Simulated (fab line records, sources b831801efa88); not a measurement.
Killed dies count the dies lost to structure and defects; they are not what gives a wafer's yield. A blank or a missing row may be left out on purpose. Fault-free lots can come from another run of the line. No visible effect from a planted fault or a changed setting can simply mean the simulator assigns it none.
fab line records    flow sfq-line
[record] lots = 14  wafers = 42  last-day = 87
route steps=325 shown M4@149 I4@166
lots untouched by any fault: they come from a run of this same line in which no faults occurred
start-h: hours from the record's first day to the start of the lot's first wafer shown    wait-h: time in hours since the lot's previous step    " unchanged from the row above    L1.1+2: one row covering several wafers at once    - either no value or no given start    * or withheld: withheld    < > ~ a bound
route shown NAME@n: a module of which the file shows steps, and the number in the route of the first    usual: mean/standard deviation of fault-free wafers    same: alike in all rows    chamber/n: place in a boat    sites: the reading at each site    _std_site: standard deviation across them    _edge_site: outer sites' mean less inner sites'    radius-mm: how far each site lies from the wafer's centre    mask NAME#n: copy n    behind: the most recent tool/chamber to have shaped the wafer    hold: what put the lot on hold/how long, in hours/how the hold closed    device: which transistor (n, p or np) failed to switch    end of line: at the end of the route, the tests of the same wafers    for a step that has no rows: nothing shown but its recipe    killed: dies that structure and defects cost at the first sort, which is not the same as the wafer's yield    map: the dies of a wafer, with x for killed, . for not killed, _ for no die there
set.NAME: the setting that was run; set.NAME@STEP: the one run at that earlier step    model.NAME: the simulator's own value behind a step, which no gauge read
steps of the route over a sample of lots; a table a step, a row a wafer
services: the hour from which a tool's chamber was out of use, counted from the record's first day as start-h (under 0 if before that day), plus the number of hours and why
[[steps]]
[step SFQ_TRILAYER_M4_DEP_SPUTTER_091]
[recipe] material = Nb  base-pressure-pa = 1.33e-06  chamber-pressure-pa = 0.1333  substrate-temp-c = 20  resputter-cathode-voltage-v = 400  target-thk-nm = 200  power-w = 2000  time-s = 133.3
[usual] throttle-valve-pct = 30.0/0.87
lot.wafer  tool            chamber  start-h  wait-h  throttle-valve-pct
L853.1     pvd-sputter-04  -        737.93   0.0     30.3
L853.3     "               -        "        "       29.3
L853.4     "               -        "        "       29.0
L854.1     pvd-sputter-04  -        801.53   0.0     28.8
L854.2     "               -        "        "       29.2
L854.5     "               -        "        "       29.4
L856.3     pvd-sputter-04  -        807.55   0.0     29.1
L856.4     "               -        "        "       28.8
L856.6     "               -        "        "       28.9
L857.1     pvd-sputter-05  -        814.73   0.0     29.1
L857.2     "               -        "        "       30.3
L857.3     "               -        "        "       30.4
L858.2     pvd-sputter-05  -        897.76   0.0     30.1
L858.4     "               -        "        "       29.3
L858.6     "               -        "        "       30.6
L859.2     pvd-sputter-04  -        901.77   0.0     29.4
L859.3     "               -        "        "       29.1
L859.6     "               -        "        "       29.1
L861.3     pvd-sputter-05  -        905.88   0.0     29.2
L861.4     "               -        "        "       31.1
L861.6     "               -        "        "       31.7
L864.1     pvd-sputter-04  -        911.97   0.0     30.4
L864.3     "               -        "        "       28.8
L864.4     "               -        "        "       29.1
L867.1     pvd-sputter-05  -        920.94   0.0     29.5
L867.2     "               -        "        "       31.1
L867.3     "               -        "        "       30.0
L869.2     pvd-sputter-05  -        927.88   0.0     30.6
L869.5     "               -        "        "       30.3
L869.6     "               -        "        "       31.2
L870.3     pvd-sputter-04  -        928.48   0.0     29.0
L870.4     "               -        "        "       30.3
L870.6     "               -        "        "       29.3
L871.1     pvd-sputter-06  -        930.88   0.0     28.9
L871.4     "               -        "        "       29.2
L871.5     "               -        "        "       28.6
L873.3     pvd-sputter-04  -        938.00   0.0     30.2
L873.4     "               -        "        "       29.4
L873.5     "               -        "        "       30.3
L874.1     pvd-sputter-06  -        940.08   0.0     31.5
L874.2     "               -        "        "       28.8
L874.3     "               -        "        "       29.2
[step SFQ_M4_RS_MEAS_924]
[recipe] thk-meas-gauge = four-point-probe  reads = Nb_of_TRILAYER_M4_DEP_SPUTTER_091
[usual] M4_NB_RS = 0.890/0.0081
lot.wafer  tool           chamber  start-h  wait-h  M4_NB_RS[ohm/sq]
L853.1     film-metro-01  -        738.02   0.0     0.891
L853.3     "              -        "        "       0.885
L853.4     "              -        "        "       0.894
L854.1     film-metro-04  -        801.62   0.0     0.887
L854.2     "              -        "        "       0.890
L854.5     "              -        "        "       0.876
L856.3     film-metro-01  -        807.68   0.1     0.875
L856.4     "              -        "        "       0.878
L856.6     "              -        "        "       0.883
L857.1     film-metro-04  -        814.82   0.0     0.880
L857.2     "              -        "        "       0.885
L857.3     "              -        "        "       0.882
L858.2     film-metro-03  -        897.87   0.1     0.888
L858.4     "              -        "        "       0.882
L858.6     "              -        "        "       0.881
L859.2     film-metro-03  -        901.88   0.1     0.909
L859.3     "              -        "        "       0.906
L859.6     "              -        "        "       0.905
L861.3     film-metro-04  -        906.01   0.1     0.897
L861.4     "              -        "        "       0.900
L861.6     "              -        "        "       0.899
L864.1     film-metro-04  -        912.07   0.1     0.882
L864.3     "              -        "        "       0.882
L864.4     "              -        "        "       0.891
L867.1     film-metro-03  -        921.03   0.0     1.781
L867.2     "              -        "        "       1.775
L867.3     "              -        "        "       0.889
L869.2     film-metro-03  -        927.99   0.1     1.800
L869.5     "              -        "        "       1.774
L869.6     "              -        "        "       0.881
L870.3     film-metro-04  -        928.61   0.1     0.890
L870.4     "              -        "        "       0.896
L870.6     "              -        "        "       0.890
L871.1     film-metro-01  -        930.97   0.0     0.904
L871.4     "              -        "        "       0.896
L871.5     "              -        "        "       0.901
L873.3     film-metro-01  -        938.13   0.1     0.888
L873.4     "              -        "        "       0.896
L873.5     "              -        "        "       0.893
L874.1     film-metro-03  -        940.17   0.0     0.892
L874.2     "              -        "        "       0.891
L874.3     "              -        "        "       0.887
[step SFQ_TRILAYER_M4_ETCH_METAL_ETCH_096]
[recipe] target = Nb  stop-on = SiO2  mask-material = PR  chemistry = Cl2/Ar  target-depth-nm = 240  icp-w = 600  bias-w = 80  pressure-mtorr = 10  time-s = 120
[usual] chamber-pressure-mTorr = 9.998/0.0095  drypump-motor-current-A = 5.4/0.48  oes-product-au = 0.894/0.0065
[same] time-s = 120
lot.wafer  tool          chamber  start-h  wait-h  chamber-pressure-mTorr  drypump-motor-current-A  oes-product-au  rf-hours-counter-h
L853.1     rie-metal-03  0        885.34   0.0     10.010                  5.1                      0.901           135
L853.3     "             1        "        "       9.980                   6.4                      0.895           -
L853.4     "             0        "        "       9.990                   5.1                      0.896           -
L854.1     rie-metal-03  1        959.80   0.1     9.994                   6.4                      0.892           112
L854.2     "             1        "        "       9.986                   6.4                      0.894           -
L854.5     "             1        "        "       10.007                  6.4                      0.898           -
L856.3     rie-metal-01  0        965.78   0.1     9.994                   5.3                      0.903           -
L856.4     "             1        "        "       10.014                  5.4                      0.902           -
L856.6     "             1        "        "       10.010                  5.4                      0.894           -
L857.1     rie-metal-01  1        975.34   0.0     9.986                   5.4                      0.901           155
L857.2     "             0        "        "       10.013                  5.3                      0.892           39
L857.3     "             0        "        "       10.005                  5.3                      0.892           -
L858.2     rie-metal-03  1        1052.19  0.0     9.982                   6.4                      0.893           127
L858.4     "             0        "        "       9.998                   5.1                      0.900           -
L858.6     "             0        "        "       9.986                   5.1                      0.890           -
L859.2     rie-metal-01  1        1059.31  0.0     10.002                  5.4                      0.891           2
L859.3     "             0        "        "       10.008                  5.3                      0.876           -
L859.6     "             0        "        "       9.993                   5.3                      0.877           -
L861.3     rie-metal-01  1        1064.16  0.1     9.993                   5.4                      0.884           -
L861.4     "             0        "        "       9.998                   5.3                      0.896           -
L861.6     "             0        "        "       9.996                   5.4                      0.886           -
L864.1     rie-metal-04  1        1071.31  0.0     10.012                  5.5                      0.901           3
L864.3     "             1        "        "       9.983                   5.5                      0.891           -
L864.4     "             0        "        "       10.009                  4.9                      0.890           -
L867.1     rie-metal-01  0        1076.11  0.0     9.999                   5.4                      0.633           55
L867.2     "             1        "        "       10.006                  5.4                      0.638           4
L867.3     "             1        "        "       9.998                   5.4                      0.904           -
L869.2     rie-metal-03  0        1082.11  0.0     10.013                  5.1                      0.635           6
L869.5     "             0        "        "       9.994                   5.1                      0.645           -
L869.6     "             1        "        "       10.002                  6.4                      0.894           -
L870.3     rie-metal-01  0        1084.56  0.1     9.985                   5.3                      0.896           -
L870.4     "             1        "        "       10.004                  5.4                      0.898           -
L870.6     "             1        "        "       9.990                   5.4                      0.894           -
L871.1     rie-metal-03  1        1085.71  0.0     10.004                  6.4                      0.888           131
L871.4     "             1        "        "       9.990                   6.4                      0.895           -
L871.5     "             1        "        "       9.985                   6.4                      0.891           -
L873.3     rie-metal-04  1        1092.96  0.1     9.997                   5.5                      0.893           -
L873.4     "             0        "        "       10.000                  4.8                      0.887           -
L873.5     "             0        "        "       10.001                  4.9                      0.886           -
L874.1     rie-metal-01  0        1094.11  0.0     9.990                   5.4                      0.894           56
L874.2     "             1        "        "       9.989                   5.4                      0.896           6
L874.3     "             0        "        "       10.002                  5.3                      0.897           -
[step SFQ_TRILAYER_I4_METRO_MEASURE_101]
[usual] thk-nm = 199.5/1.2
lot.wafer  tool           chamber  start-h  wait-h  thk-nm
L853.1     film-metro-03  -        889.44   0.1     199.8
L853.3     "              -        "        "       198.0
L853.4     "              -        "        "       199.0
L854.1     film-metro-04  -        964.64   0.1     201.5
L854.2     "              -        "        "       199.6
L854.5     "              -        "        "       199.7
L856.3     film-metro-04  -        974.04   0.5     200.3
L856.4     "              -        "        "       201.7
L856.6     "              -        "        "       202.7
L857.1     film-metro-04  -        981.25   0.1     197.4
L857.2     "              -        "        "       197.8
L857.3     "              -        "        "       197.8
L858.2     film-metro-02  -        1056.50  0.3     200.9
L858.4     "              -        "        "       199.6
L858.6     "              -        "        "       198.9
L859.2     film-metro-02  -        1063.61  0.3     200.6
L859.3     "              -        "        "       199.9
L859.6     "              -        "        "       200.6
L861.3     film-metro-02  -        1068.61  0.5     200.1
L861.4     "              -        "        "       199.0
L861.6     "              -        "        "       198.3
L864.1     film-metro-04  -        1075.41  0.1     200.7
L864.3     "              -        "        "       200.2
L864.4     "              -        "        "       200.8
L867.1     film-metro-02  -        1081.41  0.1     198.2
L867.2     "              -        "        "       198.7
L867.3     "              -        "        "       197.9
L869.2     film-metro-04  -        1086.41  0.3     201.7
L869.5     "              -        "        "       202.5
L869.6     "              -        "        "       200.6
L870.3     film-metro-02  -        1089.61  0.5     200.3
L870.4     "              -        "        "       199.9
L870.6     "              -        "        "       200.8
L871.1     film-metro-04  -        1090.41  0.1     198.1
L871.4     "              -        "        "       198.8
L871.5     "              -        "        "       200.0
L873.3     film-metro-04  -        1097.41  0.5     197.7
L873.4     "              -        "        "       197.7
L873.5     "              -        "        "       198.0
L874.1     film-metro-04  -        1100.01  0.1     199.0
L874.2     "              -        "        "       198.7
L874.3     "              -        "        "       197.8
[step SFQ_TRILAYER_I4_VIA_BARC_OPEN_VIA_ETCH_146]
[recipe] mask-material = PR  chemistry = O2  target-depth-nm = 125  target = BARC  source-w = 500  bias-w = 80  pressure-mtorr = 30  time-s = 41.7
[usual] chamber-pressure-mTorr = 29.997/0.026  drypump-motor-current-A = 5.8/0.37  oes-product-au = 0.685/0.0046
[same] time-s = 41.7
lot.wafer  tool         chamber  start-h  wait-h  chamber-pressure-mTorr  drypump-motor-current-A  oes-product-au  rf-hours-counter-h
L853.1     rie-diel-02  3        1046.13  0.0     29.966                  5.6                      0.686           8
L853.3     "            3        "        "       30.004                  5.6                      0.683           -
L853.4     "            1        "        "       29.968                  5.5                      0.683           -
L854.1     rie-diel-02  0        1111.60  0.0     29.991                  5.8                      0.685           4
L854.2     "            3        "        "       30.002                  5.6                      0.682           9
L854.5     "            2        "        "       29.992                  6.0                      0.675           -
L856.3     rie-diel-02  2        1120.00  0.0     30.053                  6.0                      0.691           2
L856.4     "            3        "        "       29.971                  5.6                      0.684           9
L856.6     "            3        "        "       30.022                  5.6                      0.682           -
L857.1     rie-diel-02  2        1124.80  0.0     30.014                  6.0                      0.682           2
L857.2     "            3        "        "       30.004                  5.6                      0.683           9
L857.3     "            1        "        "       30.014                  5.5                      0.679           10
L858.2     rie-diel-04  0        1180.00  0.0     30.035                  6.6                      0.696           18
L858.4     "            1        "        "       29.977                  5.7                      0.683           14
L858.6     "            2        "        "       29.977                  6.2                      0.691           -
L859.2     rie-diel-02  3        1182.92  0.0     29.989                  5.6                      0.685           10
L859.3     "            1        "        "       29.952                  5.5                      0.690           11
L859.6     "            0        "        "       29.976                  5.8                      0.679           -
L861.3     rie-diel-04  0        1186.52  0.0     30.029                  6.6                      0.687           18
L861.4     "            2        "        "       30.024                  6.2                      0.691           2
L861.6     "            1        "        "       29.998                  5.7                      0.684           -
L864.1     rie-diel-01  2        1193.62  0.0     29.988                  6.0                      0.684           6
L864.3     "            1        "        "       29.965                  5.1                      0.687           19
L864.4     "            3        "        "       29.975                  5.9                      0.688           17
L867.1     rie-diel-01  3        1199.62  0.0     29.956                  5.9                      0.687           17
L867.2     "            2        "        "       29.958                  5.9                      0.678           6
L867.3     "            1        "        "       29.997                  5.1                      0.684           19
L869.2     rie-diel-01  1        1203.22  0.0     30.037                  5.1                      0.687           19
L869.5     "            3        "        "       30.040                  5.9                      0.684           -
L869.6     "            2        "        "       29.963                  6.0                      0.681           -
L870.3     rie-diel-02  3        1205.62  0.0     30.024                  5.6                      0.684           11
L870.4     "            1        "        "       29.981                  5.5                      0.681           12
L870.6     "            3        "        "       30.012                  5.5                      0.690           -
L871.1     rie-diel-04  1        1206.82  0.0     30.006                  5.7                      0.685           14
L871.4     "            0        "        "       29.999                  6.6                      0.678           18
L871.5     "            0        "        "       30.010                  6.5                      0.679           -
L873.3     rie-diel-02  0        1210.42  0.0     29.991                  5.8                      0.690           7
L873.4     "            2        "        "       30.033                  6.0                      0.682           4
L873.5     "            3        "        "       29.998                  5.6                      0.679           -
L874.1     rie-diel-04  1        1211.62  0.0     29.978                  5.7                      0.690           15
L874.2     "            3        "        "       29.967                  6.2                      0.684           4
L874.3     "            2        "        "       29.999                  6.1                      0.681           3
[step SFQ_TRILAYER_I4_VIA_STRIP_STRIP_107]
[recipe] gas = O2  power-w = 200  platen-temp-c = 40  overash-fraction = 0.65  chemistry = O2  pressure-mtorr = 50
[usual] chamber-pressure-mTorr = 50.00/0.042  drypump-motor-current-A = 5.4/0.43  oes-product-au = 0.997/0.0064
lot.wafer  tool          chamber  start-h  wait-h  chamber-pressure-mTorr  drypump-motor-current-A  oes-product-au  rf-hours-counter-h
L853.1     rie-metal-04  1        1046.36  -       50.02                   5.5                      0.992           0
L853.3     "             1        "        "       50.05                   5.5                      0.996           -
L853.4     "             0        "        "       49.99                   4.9                      0.994           -
L854.1     rie-metal-04  1        1111.76  -       50.00                   5.5                      1.009           9
L854.2     "             0        "        "       50.04                   4.9                      1.000           74
L854.5     "             0        "        "       50.05                   4.9                      1.009           -
L856.3     rie-metal-02  1        1120.36  -       50.08                   5.7                      0.992           -
L856.4     "             0        "        "       50.05                   5.5                      0.996           -
L856.6     "             1        "        "       49.99                   5.7                      0.994           -
L857.1     rie-metal-02  1        1124.96  -       50.03                   5.7                      1.001           15
L857.2     "             0        "        "       50.00                   5.5                      0.997           140
L857.3     "             0        "        "       50.04                   5.5                      1.007           -
L858.2     rie-metal-02  1        1180.36  -       49.92                   5.7                      0.995           -
L858.4     "             1        "        "       50.02                   5.7                      0.996           -
L858.6     "             1        "        "       50.01                   5.7                      0.982           -
L859.2     rie-metal-02  1        1183.27  -       49.97                   5.6                      0.996           -
L859.3     "             1        "        "       50.02                   5.6                      0.995           -
L859.6     "             1        "        "       50.00                   5.6                      0.997           -
L861.3     rie-metal-02  1        1187.07  -       50.01                   5.7                      1.000           -
L861.4     "             1        "        "       49.93                   5.7                      1.003           -
L861.6     "             1        "        "       49.96                   5.7                      0.986           -
L864.1     rie-metal-03  0        1193.78  -       50.02                   5.1                      0.988           27
L864.3     "             0        "        "       50.00                   5.1                      1.004           -
L864.4     "             1        "        "       49.98                   6.4                      0.994           -
L867.1     rie-metal-04  0        1199.78  -       49.91                   4.9                      1.000           90
L867.2     "             1        "        "       50.01                   5.5                      1.005           25
L867.3     "             1        "        "       49.98                   5.5                      1.000           -
L869.2     rie-metal-04  0        1203.38  -       49.98                   4.9                      0.994           91
L869.5     "             0        "        "       50.10                   4.9                      1.007           -
L869.6     "             1        "        "       49.99                   5.4                      1.006           -
L870.3     rie-metal-03  0        1205.98  -       49.98                   5.1                      0.983           -
L870.4     "             1        "        "       49.99                   6.4                      1.003           -
L870.6     "             0        "        "       49.99                   5.1                      1.003           -
L871.1     rie-metal-04  0        1206.98  -       50.01                   4.9                      0.995           91
L871.4     "             0        "        "       50.04                   4.9                      0.991           -
L871.5     "             0        "        "       50.06                   4.9                      0.996           -
L873.3     rie-metal-04  1        1210.78  -       50.05                   5.4                      0.993           -
L873.4     "             0        "        "       50.01                   4.9                      1.001           -
L873.5     "             1        "        "       49.99                   5.5                      1.000           -
L874.1     rie-metal-02  1        1211.78  -       49.94                   5.7                      1.000           31
L874.2     "             0        "        "       50.00                   5.4                      0.992           2
L874.3     "             1        "        "       49.90                   5.7                      0.993           -
[[services]]
tool            chamber  start-h  hours  kind
film-metro-04   -        744.70   14.7   pm
rie-metal-01    1        787.70   9.2    repair
film-metro-04   -        793.50   0.6    pm
film-metro-04   -        795.94   0.2    pm
rie-diel-02     -        803.77   1.0    repair
film-metro-04   -        819.22   0.4    pm
rie-metal-03    -        826.92   0.3    repair
rie-diel-02     0        837.34   4.5    repair
rie-diel-02     2        838.41   3.3    repair
pvd-sputter-04  -        841.62   4.1    repair
rie-diel-02     3        915.61   9.3    repair
rie-metal-01    0        926.30   4.1    repair
rie-metal-03    0        951.51   14.5   repair
rie-diel-02     -        952.10   2.8    pm
pvd-sputter-04  -        964.64   1.5    repair
rie-diel-02     -        981.28   0.5    repair
pvd-sputter-04  -        984.92   7.8    repair
rie-metal-03    0        987.96   2.3    repair
rie-diel-02     2        1032.87  55.9   repair
film-metro-04   -        1038.50  0.5    pm
film-metro-04   -        1040.50  1.1    pm
rie-diel-02     0        1042.64  18.0   repair
film-metro-04   -        1064.22  1.6    pm
film-metro-04   -        1199.67  0.6    pm
[[key]]
[first-sign] step = SFQ_M4_RS_MEAS_924  reading = M4_NB_RS  direction = up  sigmas = 99+  usual = 0.890  struck = 1.783
[effect] step = SFQ_TRILAYER_M4_ETCH_METAL_ETCH_096  reading = oes-product-au  direction = down  sigmas = 39  usual = 0.894  struck = 0.638
met-at SFQ_TRILAYER_M4_DEP_SPUTTER_091
struck-lots L867,L869
struck-wafers L867.1,L867.2,L869.2,L869.5
not-acting-at SFQ_TRILAYER_I4_METRO_MEASURE_101,SFQ_TRILAYER_I4_VIA_BARC_OPEN_VIA_ETCH_146,SFQ_TRILAYER_I4_VIA_STRIP_STRIP_107
onset-between 905.88 920.94
[fault] kind = process-parameter-drift  tool = pvd-sputter-05  chamber = -  onset-h = 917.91  steps = SFQ_TRILAYER_M4_DEP_SPUTTER_091  channel = target-thk-nm  offset = -100.17  shape = step  end-h = 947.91  scope = struck-wafers-only  acts-in = these-recipes-only  stated = 200
